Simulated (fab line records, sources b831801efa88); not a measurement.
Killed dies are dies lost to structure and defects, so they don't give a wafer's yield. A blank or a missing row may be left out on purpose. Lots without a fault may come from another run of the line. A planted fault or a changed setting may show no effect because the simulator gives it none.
Which tool did it? | flow gf180mcu | 24 lots, 72 wafers sampled, at 5 steps of a route of 602

WHAT THE GAUGES READ, wafer by wafer
GF_V3_CD_MEAS_14: target cd 260 nm. Usual: cd_nm 260.0 nm, standard deviation 1.5.
lot  | measured     | on        | cd_nm (nm)        | flag
L074 | day 22 03:34 | cd_sem-02 | 259.9 257.4 259.6 |
L075 | day 22 10:04 | cd_sem-01 | 259.2 259.2 260.0 |
L076 | day 22 20:28 | cd_sem-02 | 258.3 260.1 260.4 |
L077 | day 23 05:49 | cd_sem-02 | 258.1 258.4 259.0 |
L078 | day 23 21:35 | cd_sem-01 | 258.9 258.8 258.2 |
L079 | day 24 04:46 | cd_sem-01 | 258.8 259.0 259.4 |
L080 | day 24 12:25 | cd_sem-01 | 261.5 260.7 261.9 |
L081 | day 24 20:17 | cd_sem-01 | 261.2 261.4 261.8 |
L082 | day 25 03:57 | cd_sem-02 | 259.2 259.6 261.2 |
L083 | day 25 10:18 | cd_sem-02 | 259.9 261.4 260.7 |
L084 | day 25 22:19 | cd_sem-02 | 260.7 262.3 261.3 |
L085 | day 26 06:55 | cd_sem-02 | 260.2 260.2 260.9 |
L086 | day 26 11:49 | cd_sem-01 | 261.7 262.3 261.8 |
L087 | day 26 19:34 | cd_sem-01 | 257.1 258.3 258.2 |
L088 | day 27 04:30 | cd_sem-02 | 262.5 262.0 261.5 |
L090 | day 27 20:11 | cd_sem-01 | 258.3 258.7 259.6 |
L089 | day 27 21:26 | cd_sem-01 | 260.6 262.1 260.6 |
L091 | day 28 08:46 | cd_sem-01 | 260.9 260.1 261.7 |
L092 | day 28 10:28 | cd_sem-01 | 258.7 259.3 257.6 |
L093 | day 28 17:12 | cd_sem-01 | 260.0 261.5 259.7 |
L094 | day 29 00:17 | cd_sem-02 | 258.4 259.6 259.3 |
L095 | day 29 00:38 | cd_sem-01 | 259.1 258.6 259.2 |
L096 | day 29 12:13 | cd_sem-02 | 262.5 262.0 261.3 |
L097 | day 29 14:20 | cd_sem-02 | 259.4 260.1 258.5 |

GF_V3_RS_MEAS_24: measures by four-point-probe. Usual: V3_W_RS 0.327 ohm/sq, standard deviation 0.0044.
lot  | measured     | on            | V3_W_RS (ohm/sq)  | flag
L074 | day 22 04:36 | film_metro-02 | 0.328 0.324 0.326 |
L075 | day 22 11:08 | film_metro-02 | 0.327 0.322 0.322 |
L076 | day 22 21:30 | film_metro-03 | 0.328 0.327 0.326 |
L077 | day 23 06:53 | film_metro-03 | 0.338 0.335 0.336 |
L078 | day 23 22:37 | film_metro-01 | 0.328 0.330 0.327 |
L079 | day 24 05:50 | film_metro-01 | 0.338 0.338 0.335 |
L080 | day 24 13:29 | film_metro-01 | 0.327 0.322 0.325 |
L081 | day 24 21:20 | film_metro-03 | 0.328 0.329 0.328 |
L082 | day 25 05:01 | film_metro-03 | 0.331 0.329 0.324 |
L083 | day 25 11:20 | film_metro-03 | 0.322 0.326 0.326 |
L084 | day 25 23:23 | film_metro-02 | 0.325 0.327 0.325 |
L085 | day 26 07:58 | film_metro-03 | 0.329 0.329 0.328 |
L086 | day 26 12:53 | film_metro-01 | 0.323 0.325 0.326 |
L087 | day 26 20:36 | film_metro-02 | 0.330 0.326 0.326 |
L088 | day 27 05:32 | film_metro-03 | 0.326 0.325 0.323 |
L090 | day 27 21:14 | film_metro-01 | 0.326 0.330 0.326 |
L089 | day 27 22:29 | film_metro-02 | 0.330 0.330 0.333 |
L091 | day 28 09:50 | film_metro-01 | 0.321 0.318 0.318 |
L092 | day 28 11:30 | film_metro-02 | 0.324 0.333 0.329 |
L093 | day 28 18:14 | film_metro-03 | 0.328 0.324 0.328 |
L094 | day 29 01:23 | film_metro-02 | 0.330 0.333 0.329 |
L095 | day 29 01:40 | film_metro-01 | 0.326 0.320 0.327 |
L096 | day 29 13:15 | film_metro-03 | 0.322 0.322 0.321 |
L097 | day 29 15:22 | film_metro-03 | 0.329 0.328 0.325 |

GF_M4_CD_MEAS_14: target cd 280 nm. Usual: cd_nm 279.6 nm, standard deviation 1.2.
lot  | measured     | on        | cd_nm (nm)        | flag
L074 | day 23 03:59 | cd_sem-02 | 279.6 279.4 280.9 |
L075 | day 23 10:52 | cd_sem-01 | 280.2 279.8 281.0 |
L076 | day 23 21:19 | cd_sem-01 | 277.5 278.9 277.7 |
L077 | day 24 05:53 | cd_sem-02 | 279.1 279.6 279.3 |
L078 | day 24 21:19 | cd_sem-01 | 279.1 279.5 278.3 |
L079 | day 25 03:56 | cd_sem-01 | 281.9 281.8 282.0 |
L080 | day 25 11:15 | cd_sem-02 | 279.3 279.6 280.3 |
L081 | day 25 22:25 | cd_sem-02 | 281.0 281.1 281.1 |
L082 | day 26 03:06 | cd_sem-01 | 281.9 280.0 280.8 |
L083 | day 26 08:59 | cd_sem-01 | 279.2 278.9 278.7 |
L084 | day 26 20:56 | cd_sem-01 | 279.8 280.0 279.9 |
L085 | day 27 05:28 | cd_sem-01 | 279.7 279.6 278.8 |
L086 | day 27 10:01 | cd_sem-02 | 279.9 280.6 279.1 |
L087 | day 27 17:14 | cd_sem-02 | 281.3 282.3 280.9 |
L088 | day 28 01:42 | cd_sem-01 | 277.6 277.7 279.1 |
L090 | day 29 07:50 | cd_sem-02 | 281.4 280.3 281.9 |
L089 | day 28 18:30 | cd_sem-02 | 278.6 278.5 280.1 |
L091 | day 29 05:34 | cd_sem-01 | 280.9 278.6 280.3 |
L092 | day 29 07:09 | cd_sem-02 | 279.7 278.4 280.3 |
L093 | day 29 13:57 | cd_sem-01 | 279.5 279.3 278.7 |
L094 | day 29 20:56 | cd_sem-02 | 280.3 279.2 278.9 |
L095 | day 29 21:34 | cd_sem-01 | 277.9 277.9 278.3 |
L096 | day 30 07:55 | cd_sem-01 | 277.5 277.9 278.4 |
L097 | day 30 10:20 | cd_sem-01 | 277.0 277.1 277.5 |

WHICH TOOL RAN EACH LOT (tool, then ch and the chambers of the sampled wafers, then the start)
lot  | GF_V1_CVD_02                    | GF_V2_CVD_02
L074 | pecvd-01 ch 1,2, day 16 22:31   | pecvd-01 ch 0,2, day 19 00:29
L075 | pecvd-03 ch 0,1,2, day 17 05:01 | pecvd-01 ch 0,1,2, day 19 07:16
L076 | pecvd-01 ch 1,2, day 17 16:22   | pecvd-04 ch 1,2, day 19 18:36
L077 | pecvd-01 ch 0,1, day 18 00:32   | pecvd-02 ch 0,1, day 20 04:00
L078 | pecvd-01 ch 0,1,2, day 18 16:19 | pecvd-01 ch 0,1,2, day 20 20:11
L079 | pecvd-04 ch 0,1,2, day 19 00:31 | pecvd-02 ch 1,2, day 21 04:02
L080 | pecvd-04 ch 0,1, day 19 08:44   | pecvd-01 ch 0,1, day 21 11:46
L081 | pecvd-01 ch 0,2, day 19 17:24   | pecvd-02 ch 0,1,2, day 21 20:01
L082 | pecvd-04 ch 0,2, day 20 00:30   | pecvd-04 ch 0,1, day 22 03:54
L083 | pecvd-01 ch 0,1,2, day 20 10:04 | pecvd-02 ch 1,2, day 22 12:19
L084 | pecvd-01 ch 0,2, day 20 18:46   | pecvd-02 ch 0,1,2, day 22 20:55
L085 | pecvd-04 ch 0,2, day 21 09:45   | pecvd-01 ch 0,2, day 23 10:42
L086 | pecvd-03 ch 0,2, day 21 13:49   | pecvd-04 ch 1,2, day 23 14:58
L087 | pecvd-03 ch 1,2, day 21 18:56   | pecvd-02 ch 0,1, day 23 20:10
L088 | pecvd-01 ch 0,2, day 22 09:25   | pecvd-01 ch 0,1,2, day 24 10:01
L090 | pecvd-03 ch 0,1,2, day 23 01:08 | pecvd-01 ch 0,1,2, day 25 01:10
L089 | pecvd-01 ch 1,2, day 23 03:04   | pecvd-02 ch 0,2, day 25 02:27
L091 | pecvd-01 ch 1,2, day 23 15:25   | pecvd-04 ch 0,1,2, day 25 15:05
L092 | pecvd-01 ch 0,1, day 23 19:29   | pecvd-01 ch 1,2, day 25 17:29
L093 | pecvd-03 ch 0,1,2, day 23 23:35 | pecvd-02 ch 0,2, day 26 00:53
L094 | pecvd-04 ch 0,2, day 24 10:26   | pecvd-01 ch 0,1, day 26 08:04
L095 | pecvd-01 ch 0,2, day 24 11:59   | pecvd-02 ch 0,1,2, day 26 09:07
L096 | pecvd-01 ch 0,1,2, day 24 20:57 | pecvd-01 ch 1,2, day 26 21:17
L097 | pecvd-03 ch 1,2, day 25 02:45   | pecvd-01 ch 1,2, day 26 23:56
- GF_V1_CVD_02: deposits SiO2 from TEOS, target thk 850 nm, time 94.851 s.
- GF_V2_CVD_02: deposits SiO2 from TEOS, target thk 850 nm, time 94.851 s.

WHAT THE TOOLS THEMSELVES READ (means of the sampled wafers that have a number; where no wafer has one, the mark that the record gives instead)
GF_V1_CVD_02. Usual: heater_power_w 678 W, standard deviation 140.
lot  | tool     | heater_power_w (W) | flag
L074 | pecvd-01 | 607                |
L075 | pecvd-03 | 603                |
L076 | pecvd-01 | 635                |
L077 | pecvd-01 | 714                |
L078 | pecvd-01 | 742                |
L079 | pecvd-04 | 657                |
L080 | pecvd-04 | 697                |
L081 | pecvd-01 | 734                |
L082 | pecvd-04 | 632                |
L083 | pecvd-01 | 734                |
L084 | pecvd-01 | 847                |
L085 | pecvd-04 | 685                |
L086 | pecvd-03 | 629                |
L087 | pecvd-03 | 563                |
L088 | pecvd-01 | 772                |
L090 | pecvd-03 | 648                |
L089 | pecvd-01 | 561                |
L091 | pecvd-01 | 606                |
L092 | pecvd-01 | 862                |
L093 | pecvd-03 | 614                |
L094 | pecvd-04 | 573                |
L095 | pecvd-01 | 868                |
L096 | pecvd-01 | 656                |
L097 | pecvd-03 | 530                |

GF_V2_CVD_02. Usual: heater_power_w 668 W, standard deviation 140.
lot  | tool     | heater_power_w (W) | flag
L074 | pecvd-01 | 738                |
L075 | pecvd-01 | 752                |
L076 | pecvd-04 | 668                |
L077 | pecvd-02 | 555                |
L078 | pecvd-01 | 783                |
L079 | pecvd-02 | 532                |
L080 | pecvd-01 | 747                |
L081 | pecvd-02 | 632                |
L082 | pecvd-04 | 560                |
L083 | pecvd-02 | 611                |
L084 | pecvd-02 | 615                |
L085 | pecvd-01 | 832                |
L086 | pecvd-04 | 716                |
L087 | pecvd-02 | 603                |
L088 | pecvd-01 | 715                |
L090 | pecvd-01 | 729                |
L089 | pecvd-02 | 721                |
L091 | pecvd-04 | 655                |
L092 | pecvd-01 | 634                |
L093 | pecvd-02 | 668                |
L094 | pecvd-01 | 687                |
L095 | pecvd-02 | 664                |
L096 | pecvd-01 | 573                |
L097 | pecvd-01 | 636                |

THE ANSWER, worked out from the rows above alone
Rule: a lot is off if the mean of its wafers that have a number lies more than 3 standard deviations from the usual mean. A lot without any number at a reading at which 4 lots or more have one is off too. The other lots that the step has rows for count as sound. The gauges are gone through in route order, then the tools' own readings, and for those a lot's mean is taken as printed above. The first step at which some lot is off is used, and at that step the reading that is off furthest; a lot without a number counts as furthest.
No lot is off at any reading shown: from this, nothing can be told.

WHAT THE SIMULATOR HAD PUT IN
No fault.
